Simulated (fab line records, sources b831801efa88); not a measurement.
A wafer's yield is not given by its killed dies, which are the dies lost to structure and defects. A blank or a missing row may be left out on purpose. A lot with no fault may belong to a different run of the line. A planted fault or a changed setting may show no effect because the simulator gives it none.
fab line records -- flow sky130
record: lots: 6, wafers: 18, lastDay: 51
route steps=708 shown METAL3@555 PAD_OPEN@708
lots that met no fault: taken from a fault-free run of the same line
startH: start of the lot's first displayed wafer, in hours after the record's first day -- waitH: hours since the lot's step before -- " same as the row above -- L1.1+2: a row that stands for several wafers -- - no value, or no start given -- * or withheld: withheld -- < > ~ a bound
route shown NAME@n: names a module that has steps shown in the file, with the first one's number in the route -- usual: mean/standard deviation of fault-free wafers -- same: alike in all rows -- chamber/n: place in a boat -- sites: each site's reading -- _std_site: the standard deviation of these -- _edge_site: mean of outer sites minus mean of inner sites -- radiusMm: for every site, how far away it sits from the centre of the wafer -- mask NAME#n: copy n -- behind: tool/chamber where the wafer was last shaped -- hold: what put the lot on hold/how long, in hours/how the hold closed -- device: the n, p or np transistor that did not switch -- end of line: the route-end tests of the same wafers -- a step with no rows: only its recipe -- killed: dies lost to structure and defects at the first sort, not the wafer's yield -- map: the dies of a wafer, with x for killed, . for not killed, _ for no die there
set.NAME: the setting that was run; set.NAME@STEP: the one run at that earlier step -- model.NAME: the simulator's own value behind a step, which no gauge read
lots seen at some steps along the route; tables by step, rows by wafer
services: a tool's chamber out of use, with start hour (startH, from the record's first day; less than 0 if before it), hours out, and reason
== steps ==
step: SKY_METAL3_DEHYDRATE_05
recipe: tempC: 200, timeS: 60
step: SKY_METAL3_HMDS_06
recipe: primeTimeS: 60, primeTempC: 120
step: SKY_METAL3_COAT_07
recipe: resist: BARC, tempC: withheld, timeS: withheld, spinRpm: 3000, resistThkNm: 60
step: SKY_METAL3_COAT_08
recipe: resist: KrF-thick, spinRpm: 3000, resistThkNm: 1140
step: SKY_METAL3_SOFTBAKE_09
recipe: tempC: 100, timeS: 90, resist: KrF-thick
step: SKY_METAL3_EXPOSE_10
recipe: maskId: MM3, na: 0.68, sourceShape: annular, sigmaInner: 0.4, sigmaOuter: 0.8, targetCdNm: 300, doseMj: 28
step: SKY_METAL3_PEB_11
recipe: pebTempC: withheld, pebTimeS: withheld, resist: KrF-thick
step: SKY_METAL3_DEVELOP_12
recipe: developTimeS: 60, resist: KrF-thick, devTempC: 21
step: SKY_METAL3_CD_MEAS_13
recipe: targetCdNm: 300
usual: cdNm: 300.1/1.5
lot.wafer,tool,chamber,startH,waitH,cdNm
L960.1,cdSem-01,-,929.09,-,300.0
L960.4,cdSem-01,-,929.09,-,299.3
L960.6,cdSem-01,-,929.09,-,298.9
L964.3,cdSem-02,-,943.98,-,298.7
L964.4,cdSem-02,-,943.98,-,300.3
L964.5,cdSem-02,-,943.98,-,299.8
L972.1,cdSem-02,-,1010.34,-,302.4
L972.4,cdSem-02,-,1010.34,-,300.8
L972.6,cdSem-02,-,1010.34,-,301.5
L974.1,cdSem-01,-,1022.49,-,302.6
L974.2,cdSem-01,-,1022.49,-,301.9
L974.5,cdSem-01,-,1022.49,-,301.5
L977.1,cdSem-01,-,1042.84,-,300.8
L977.2,cdSem-01,-,1042.84,-,300.2
L977.4,cdSem-01,-,1042.84,-,300.6
L979.1,cdSem-02,-,1083.89,-,300.7
L979.5,cdSem-02,-,1083.89,-,299.3
L979.6,cdSem-02,-,1083.89,-,301.5
step: SKY_METAL3_OVL_MEAS_14
usual: METAL3_OVL: -1/5.2
lot.wafer,tool,chamber,startH,waitH,METAL3_OVL[nm]
L960.1,overlay-01,-,929.21,0.1,7
L960.4,overlay-01,-,929.21,0.1,-1
L960.6,overlay-01,-,929.21,0.1,2
L964.3,overlay-02,-,944.07,0.1,-2
L964.4,overlay-02,-,944.07,0.1,0
L964.5,overlay-02,-,944.07,0.1,0
L972.1,overlay-02,-,1010.46,0.1,-3
L972.4,overlay-02,-,1010.46,0.1,-4
L972.6,overlay-02,-,1010.46,0.1,4
L974.1,overlay-01,-,1022.61,0.1,-2
L974.2,overlay-01,-,1022.61,0.1,3
L974.5,overlay-01,-,1022.61,0.1,2
L977.1,overlay-01,-,1042.96,0.1,7
L977.2,overlay-01,-,1042.96,0.1,12
L977.4,overlay-01,-,1042.96,0.1,7
L979.1,overlay-02,-,1084.01,0.1,-2
L979.5,overlay-02,-,1084.01,0.1,-8
L979.6,overlay-02,-,1084.01,0.1,-2
step: SKY_METAL3_DESCUM_15
recipe: chemistry: O2, sourcePowerW: 150, biasPowerW: 0, pressureMtorr: 10, tempC: 40, timeS: 8
usual: drypumpMotorCurrentA: 5.8/0.33, oesProductAu: 1.001/0.009
lot.wafer,tool,chamber,startH,waitH,drypumpMotorCurrentA,oesProductAu,rfHoursCounterH
L960.1,rieMetal-01,0,929.24,0.0,6.1,1.002,5
L960.4,rieMetal-01,0,929.24,0.0,6.1,1.008,-
L960.6,rieMetal-01,1,929.24,0.0,5.8,0.995,-
L964.3,rieMetal-02,1,944.10,0.0,5.4,1.018,-
L964.4,rieMetal-02,0,944.10,0.0,6.2,1.007,-
L964.5,rieMetal-02,1,944.10,0.0,5.4,1.009,-
L972.1,rieMetal-01,0,1010.50,0.0,6.1,1.015,9
L972.4,rieMetal-01,1,1010.50,0.0,5.8,0.991,-
L972.6,rieMetal-01,0,1010.50,0.0,6.1,1.011,-
L974.1,rieMetal-01,1,1022.65,0.0,5.8,1.004,19
L974.2,rieMetal-01,0,1022.65,0.0,6.1,1.011,11
L974.5,rieMetal-01,0,1022.65,0.0,6.1,1.011,-
L977.1,rieMetal-04,0,1043.00,0.0,6.1,1.008,12
L977.2,rieMetal-04,1,1043.00,0.0,5.3,0.990,20
L977.4,rieMetal-04,0,1043.00,0.0,6.1,1.003,-
L979.1,rieMetal-04,0,1084.05,0.0,6.1,1.007,15
L979.5,rieMetal-04,0,1084.05,0.0,6.1,1.001,-
L979.6,rieMetal-04,1,1084.05,0.0,5.3,0.996,-
step: SKY_METAL3_ETCH_16
recipe: chemistry: N2/H2, target: BARC, ionEnergyEv: 200, biasW: 100, pressureMtorr: 30, n2FlowSccm: 100, h2FlowSccm: 200, icpW: 500, stopOn: SiO2, timeS: 88.2, targetDepthA: 600
usual: drypumpMotorCurrentA: 5.8/0.33, oesProductAu: 0.626/0.0049, rfFwdPowerW: 497.3/1.8, throttleValvePct: 13.205/0.0091
lot.wafer,tool,chamber,startH,waitH,drypumpMotorCurrentA,oesProductAu,rfFwdPowerW,rfHoursCounterH,throttleValvePct
L960.1,rieMetal-01,0,929.27,0.0,6.1,0.628,496.1,5,13.210
L960.4,rieMetal-01,0,929.27,0.0,6.1,0.633,495.0,-,13.211
L960.6,rieMetal-01,1,929.27,0.0,5.8,0.624,496.9,-,13.217
L964.3,rieMetal-02,1,944.16,0.0,5.4,0.622,495.4,-,13.204
L964.4,rieMetal-02,0,944.16,0.0,6.2,0.622,498.9,-,13.201
L964.5,rieMetal-02,1,944.16,0.0,5.4,0.620,498.3,-,13.215
L972.1,rieMetal-01,0,1010.53,0.0,6.1,0.634,495.5,9,13.227
L972.4,rieMetal-01,1,1010.53,0.0,5.8,0.623,497.9,-,13.210
L972.6,rieMetal-01,0,1010.53,0.0,6.1,0.609,497.6,-,13.203
L974.1,rieMetal-01,1,1022.68,0.0,5.8,0.626,494.1,19,13.204
L974.2,rieMetal-01,0,1022.68,0.0,6.1,0.640,498.6,11,13.202
L974.5,rieMetal-01,0,1022.68,0.0,6.1,0.625,497.4,-,13.204
L977.1,rieMetal-04,0,1043.03,0.0,6.1,0.629,495.8,12,13.199
L977.2,rieMetal-04,1,1043.03,0.0,5.3,0.629,499.6,20,13.210
L977.4,rieMetal-04,0,1043.03,0.0,6.1,0.619,496.7,-,13.200
L979.1,rieMetal-04,0,1084.08,0.0,6.1,0.627,498.5,15,13.216
L979.5,rieMetal-04,0,1084.08,0.0,6.1,0.626,497.3,-,13.221
L979.6,rieMetal-04,1,1084.08,0.0,5.3,0.624,500.2,-,13.212
step: SKY_METAL3_ETCH_17
recipe: target: SiO2, stopOn: TiN, chemistry: C4F8/O2/Ar, sourceW: 1500, biasW: 1200, pressureMtorr: 40, c4f8FlowSccm: withheld, O2_flow_sccm: 6, Ar_flow_sccm: 300, timeS: 3.9, targetDepthA: 150
usual: oesProductAu: 0.753/0.0067, rfFwdPowerW: 1470/8.2
lot.wafer,tool,chamber,startH,waitH,oesProductAu,rfFwdPowerW,rfHoursCounterH
L960.1,rieDiel-01,2,929.37,0.1,0.758,1468,19
L960.4,rieDiel-01,1,929.37,0.1,0.760,1463,15
L960.6,rieDiel-01,0,929.37,0.1,0.772,1470,-
L964.3,rieDiel-02,2,944.22,0.0,0.753,1468,9
L964.4,rieDiel-02,3,944.22,0.0,0.760,1473,23
L964.5,rieDiel-02,0,944.22,0.0,0.757,1477,-
L972.1,rieDiel-02,1,1010.63,0.1,0.748,1712,3
L972.4,rieDiel-02,0,1010.63,0.1,0.759,1714,4
L972.6,rieDiel-02,3,1010.63,0.1,0.762,1715,-
L974.1,rieDiel-02,1,1022.78,0.1,0.758,1706,4
L974.2,rieDiel-02,0,1022.78,0.1,0.753,1716,5
L974.5,rieDiel-02,3,1022.78,0.1,0.764,1713,-
L977.1,rieDiel-04,2,1043.13,0.1,0.756,1465,13
L977.2,rieDiel-04,0,1043.13,0.1,0.756,1471,22
L977.4,rieDiel-04,1,1043.13,0.1,0.749,1473,12
L979.1,rieDiel-04,3,1084.18,0.1,0.751,1490,15
L979.5,rieDiel-04,0,1084.18,0.1,0.751,1482,-
L979.6,rieDiel-04,3,1084.18,0.1,0.747,1483,-
step: SKY_METAL3_METAL_ETCH_18
recipe: targetDepthA: 8450, stopOn: SiO2, overEtchFrac: 0.3, timeS: 183.1, chemistry: Cl2/BCl3, resistSidewallDeg: 88, pressureMtorr: 10, icpW: 900, biasW: 48.5, Cl2_flow_sccm: 60, bcl3FlowSccm: 30
usual: drypumpMotorCurrentA: 5.8/0.36, oesProductAu: 0.868/0.0067, rfFwdPowerW: 897.5/2.9, throttleValvePct: 22.266/0.0083
lot.wafer,tool,chamber,startH,waitH,drypumpMotorCurrentA,oesProductAu,rfFwdPowerW,rfHoursCounterH,throttleValvePct
L960.1,rieMetal-02,1,929.39,0.0,5.4,0.869,890.7,9,22.269
L960.4,rieMetal-02,1,929.39,0.0,5.4,0.873,896.5,-,22.282
L960.6,rieMetal-02,1,929.39,0.0,5.4,0.871,900.6,-,22.258
L964.3,rieMetal-01,0,944.30,0.1,6.1,0.881,897.1,-,22.277
L964.4,rieMetal-01,1,944.30,0.1,5.8,0.866,898.8,-,22.281
L964.5,rieMetal-01,0,944.30,0.1,6.1,0.870,895.6,-,22.263
L972.1,rieMetal-02,0,1010.65,0.0,6.2,0.868,892.7,10,22.251
L972.4,rieMetal-02,1,1010.65,0.0,5.3,0.864,892.8,-,22.248
L972.6,rieMetal-02,0,1010.65,0.0,6.2,0.867,900.1,-,22.272
L974.1,rieMetal-04,1,1022.80,0.0,5.3,0.865,899.3,19,22.267
L974.2,rieMetal-04,0,1022.80,0.0,6.1,0.866,895.2,11,22.263
L974.5,rieMetal-04,1,1022.80,0.0,5.3,0.861,895.7,-,22.281
L977.1,rieMetal-02,1,1043.15,0.0,5.4,0.864,891.5,16,22.258
L977.2,rieMetal-02,0,1043.15,0.0,6.2,0.862,895.0,12,22.265
L977.4,rieMetal-02,0,1043.15,0.0,6.2,0.865,900.5,-,22.259
L979.1,rieMetal-01,0,1084.20,0.0,6.1,0.872,898.9,15,22.262
L979.5,rieMetal-01,1,1084.20,0.0,5.8,0.866,899.8,-,22.267
L979.6,rieMetal-01,0,1084.20,0.0,6.1,0.873,893.0,-,22.264
step: SKY_PAD_OPEN_PROBE_99
usual: defectLimitedYield: 82.4/2, killed_at_M0_to_M3: 43/6.8, killed_at_M4_up: 3.1/1.8, killedAtContacts: 25/5.8, killedAtFrontEnd: 15/4.2, killedAtOther: 0.3/0.5, killedDies: 87/9.7, killedOnRim: 17/4.1, killedOpen: 47/7.3, killedShort: 39/6.6, sort_bin_3_pad_short: 0.9/0.37, sort_bin_5_function: 10.4/1.4, sort_bin_6_memory: 6.3/1.1, sortNPass: 405/9.7, sortYieldPct: 82.4/2
same: grossDies: 492, killedAtBackSide: 0, sort_bin_4_leakage[%]: 0, sort_bin_8_speed[%]: 0
lot.wafer,tool,chamber,startH,waitH,defectLimitedYield[%],killed_at_M0_to_M3,killed_at_M4_up,killedAtContacts,killedAtFrontEnd,killedAtOther,killedDies,killedOnRim,killedOpen,killedShort,sort_bin_3_pad_short[%],sort_bin_5_function[%],sort_bin_6_memory[%],sortNPass,sortYieldPct[%]
L960.1,prober-01,-,1098.24,0.1,83.7,36,2,26,16,0,80,18,50,30,0.8,12.0,3.5,412,83.7
L960.4,prober-01,-,1098.39,0.2,83.3,42,3,21,15,1,82,23,40,42,1.0,10.4,5.3,410,83.3
L960.6,prober-01,-,1098.49,0.2,82.1,48,0,25,14,1,88,11,47,41,1.0,10.4,6.5,404,82.1
L964.3,prober-02,-,1111.20,0.2,82.9,43,3,22,16,0,84,17,44,40,0.2,8.7,8.1,408,82.9
L964.4,prober-02,-,1111.25,0.2,82.3,43,2,24,18,0,87,18,43,44,1.2,10.4,6.1,405,82.3
L964.5,prober-02,-,1111.30,0.2,82.7,48,3,23,11,0,85,16,50,35,0.6,10.8,5.9,407,82.7
L972.1,prober-02,-,1163.55,0.1,81.1,47,2,25,19,0,93,15,60,33,1.0,10.2,7.7,399,81.1
L972.4,prober-02,-,1163.70,0.2,82.5,45,3,23,15,0,86,19,43,43,0.6,10.4,6.5,406,82.5
L972.6,prober-02,-,1163.80,0.2,82.7,44,1,12,28,0,85,18,50,35,1.0,10.0,6.3,407,82.7
L974.1,prober-02,-,1175.49,0.1,83.5,40,5,23,13,0,81,14,52,29,0.6,11.4,4.5,411,83.5
L974.2,prober-02,-,1175.54,0.1,83.9,32,4,27,16,0,79,16,49,30,1.0,10.4,4.7,413,83.9
L974.5,prober-02,-,1175.69,0.2,82.5,39,4,29,14,0,86,18,35,51,0.6,10.0,6.9,406,82.5
L977.1,prober-02,-,1189.90,0.1,82.5,46,3,27,10,0,86,23,54,32,1.2,10.4,5.9,406,82.5
L977.2,prober-02,-,1189.95,0.1,80.1,54,4,22,18,0,98,18,48,50,1.2,11.4,7.3,394,80.1
L977.4,prober-02,-,1190.05,0.2,82.3,37,5,19,24,2,87,18,45,42,0.8,11.0,5.9,405,82.3
L979.1,prober-02,-,1216.91,0.1,80.5,63,5,15,13,0,96,15,55,40,1.0,12.0,6.5,396,80.5
L979.5,prober-02,-,1217.11,0.2,81.7,52,4,21,12,1,90,23,36,51,0.8,10.4,7.1,402,81.7
L979.6,prober-02,-,1217.16,0.2,78.3,49,6,35,17,0,107,27,48,59,1.2,13.0,7.5,385,78.3
killed by level:class
L960.1 VIA1:geometricParticle:open=12 LI_CONTACT:geometricParticle:open=10 CONTACT:geometricParticle:open=9 VIA3:geometricParticle:open=8 POLY_GATE:geometricParticle:short=4 VIA1:geometricParticle:short=4 METAL2:geometricParticle:short=4 FIELD_ISO:geometricParticle:open=3
L960.4 VIA3:geometricParticle:open=9 VIA1:geometricParticle:open=9 CONTACT:geometricParticle:short=8 VIA1:geometricParticle:short=7 CONTACT:geometricParticle:open=6 FIELD_ISO:geometricParticle:open=4 VIA2:geometricParticle:open=4 FIELD_ISO:geometricParticle:short=3
L960.6 VIA1:geometricParticle:open=13 METAL2:geometricParticle:short=10 CONTACT:geometricParticle:open=8 VIA1:geometricParticle:short=6 VIA2:geometricParticle:open=6 LI_CONTACT:geometricParticle:open=5 LOCAL_INTERCONNECT:geometricParticle:short=5 POLY_GATE:geometricParticle:open=4
L964.3 VIA2:geometricParticle:open=10 LI_CONTACT:geometricParticle:open=7 METAL2:geometricParticle:short=7 METAL1:geometricParticle:short=6 VIA3:geometricParticle:open=6 CONTACT:geometricParticle:open=5 POLY_GATE:geometricParticle:open=5 LI_CONTACT:geometricParticle:short=5
L964.4 VIA1:geometricParticle:open=11 FIELD_ISO:geometricParticle:open=7 METAL1:geometricParticle:short=6 LI_CONTACT:geometricParticle:open=6 VIA1:geometricParticle:short=6 POLY_GATE:geometricParticle:short=5 CONTACT:geometricParticle:short=5 CONTACT:geometricParticle:open=5
L964.5 VIA3:geometricParticle:open=13 VIA1:geometricParticle:open=9 CONTACT:geometricParticle:short=8 CONTACT:geometricParticle:open=7 VIA2:geometricParticle:open=5 LI_CONTACT:geometricParticle:open=5 VIA1:geometricParticle:short=5 METAL1:geometricParticle:open=4
L972.1 VIA1:geometricParticle:open=12 VIA2:geometricParticle:open=11 VIA3:geometricParticle:open=10 LI_CONTACT:geometricParticle:open=9 CONTACT:geometricParticle:open=8 LOCAL_INTERCONNECT:geometricParticle:short=7 FIELD_ISO:geometricParticle:short=6 POLY_GATE:geometricParticle:short=5
L972.4 VIA1:geometricParticle:short=8 VIA1:geometricParticle:open=7 VIA3:geometricParticle:open=7 POLY_GATE:geometricParticle:short=6 LI_CONTACT:geometricParticle:open=6 LOCAL_INTERCONNECT:geometricParticle:short=5 CONTACT:geometricParticle:open=5 CONTACT:geometricParticle:short=5
L972.6 FIELD_ISO:geometricParticle:short=8 VIA1:geometricParticle:open=8 VIA2:geometricParticle:open=8 VIA3:geometricParticle:open=8 FIELD_ISO:geometricParticle:open=7 POLY_GATE:geometricParticle:short=6 POLY_GATE:geometricParticle:open=5 METAL2:geometricParticle:short=5
L974.1 VIA1:geometricParticle:open=11 VIA3:geometricParticle:open=8 CONTACT:geometricParticle:open=8 LI_CONTACT:geometricParticle:open=5 CONTACT:geometricParticle:short=5 FIELD_ISO:geometricParticle:open=4 METAL1:geometricParticle:short=4 VIA1:geometricParticle:short=4
L974.2 LI_CONTACT:geometricParticle:open=13 CONTACT:geometricParticle:short=8 VIA1:geometricParticle:open=8 CONTACT:geometricParticle:open=6 VIA1:geometricParticle:short=6 FIELD_ISO:geometricParticle:open=5 VIA3:geometricParticle:open=5 POLY_GATE:geometricParticle:short=4
L974.5 VIA1:geometricParticle:open=7 LI_CONTACT:geometricParticle:open=7 VIA1:geometricParticle:short=7 LI_CONTACT:geometricParticle:short=6 CONTACT:geometricParticle:short=6 METAL2:geometricParticle:short=6 POLY_GATE:geometricParticle:open=5 CONTACT:geometricParticle:open=5
L977.1 CONTACT:geometricParticle:open=13 VIA1:geometricParticle:open=11 METAL1:geometricParticle:short=9 METAL2:geometricParticle:short=6 VIA3:geometricParticle:open=6 LOCAL_INTERCONNECT:geometricParticle:short=5 FIELD_ISO:geometricParticle:open=4 POLY_GATE:geometricParticle:open=4
L977.2 VIA1:geometricParticle:open=13 METAL2:geometricParticle:short=8 METAL1:geometricParticle:short=8 VIA3:geometricParticle:open=7 LI_CONTACT:geometricParticle:open=6 VIA1:geometricParticle:short=5 POLY_GATE:geometricParticle:open=5 POLY_GATE:geometricParticle:short=5
L977.4 VIA1:geometricParticle:open=10 FIELD_ISO:geometricParticle:short=6 POLY_GATE:geometricParticle:open=6 CONTACT:geometricParticle:open=6 VIA3:geometricParticle:open=6 FIELD_ISO:geometricParticle:open=5 LI_CONTACT:geometricParticle:open=5 CONTACT:geometricParticle:short=5
L979.1 VIA3:geometricParticle:open=16 VIA1:geometricParticle:open=11 METAL1:geometricParticle:short=10 VIA2:geometricParticle:open=8 METAL2:geometricParticle:short=7 CONTACT:geometricParticle:open=6 POLY_GATE:geometricParticle:short=4 LI_CONTACT:geometricParticle:open=4
L979.5 VIA1:geometricParticle:open=10 METAL1:geometricParticle:short=9 LI_CONTACT:geometricParticle:open=7 VIA1:geometricParticle:short=6 VIA3:geometricParticle:short=6 CONTACT:geometricParticle:open=5 METAL2:geometricParticle:short=5 VIA2:geometricParticle:short=4
L979.6 LI_CONTACT:geometricParticle:open=12 VIA1:geometricParticle:open=11 METAL1:geometricParticle:short=10 LOCAL_INTERCONNECT:geometricParticle:short=8 CONTACT:geometricParticle:short=7 CONTACT:geometricParticle:open=6 VIA2:geometricParticle:open=6 FIELD_ISO:geometricParticle:short=5
== services ==
tool,chamber,startH,hours,kind
rieDiel-01,0,909.25,10.0,repair
rieDiel-01,2,915.13,7.6,repair
rieDiel-02,1,919.02,6.1,repair
rieDiel-01,-,945.82,2.8,pm
rieDiel-02,-,962.18,28.1,pm
rieMetal-04,-,984.47,2.8,pm
rieMetal-02,-,988.84,0.4,repair
rieDiel-02,-,1013.19,1.1,repair
rieDiel-02,-,1015.50,2.1,repair
rieDiel-02,2,1019.81,5.7,repair
rieMetal-01,-,1036.48,0.4,repair
rieDiel-01,-,1038.13,4.0,repair
rieMetal-02,-,1064.44,10.0,pm
rieDiel-02,0,1066.52,8.8,repair
rieDiel-01,-,1071.94,2.4,repair
rieDiel-02,2,1078.22,12.5,repair
rieDiel-04,2,1078.45,2.7,repair
== key ==
firstSign: step: SKY_METAL3_ETCH_17, reading: rfFwdPowerW, direction: up, sigmas: 29, usual: 1470, struck: 1713
effect none on later readings
metAt SKY_METAL3_ETCH_17
struckWafers L972.1,L972.4,L972.6,L974.1,L974.2,L974.5
onsetBetween 944.22 1010.63
fault: kind: processParameterDrift, tool: rieDiel-02, chamber: -, onsetH: 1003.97, steps: SKY_METAL3_ETCH_17, channel: sourceW, offset: 240, shape: step, endH: 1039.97, actsIn: theseRecipesOnly, stated: 1500
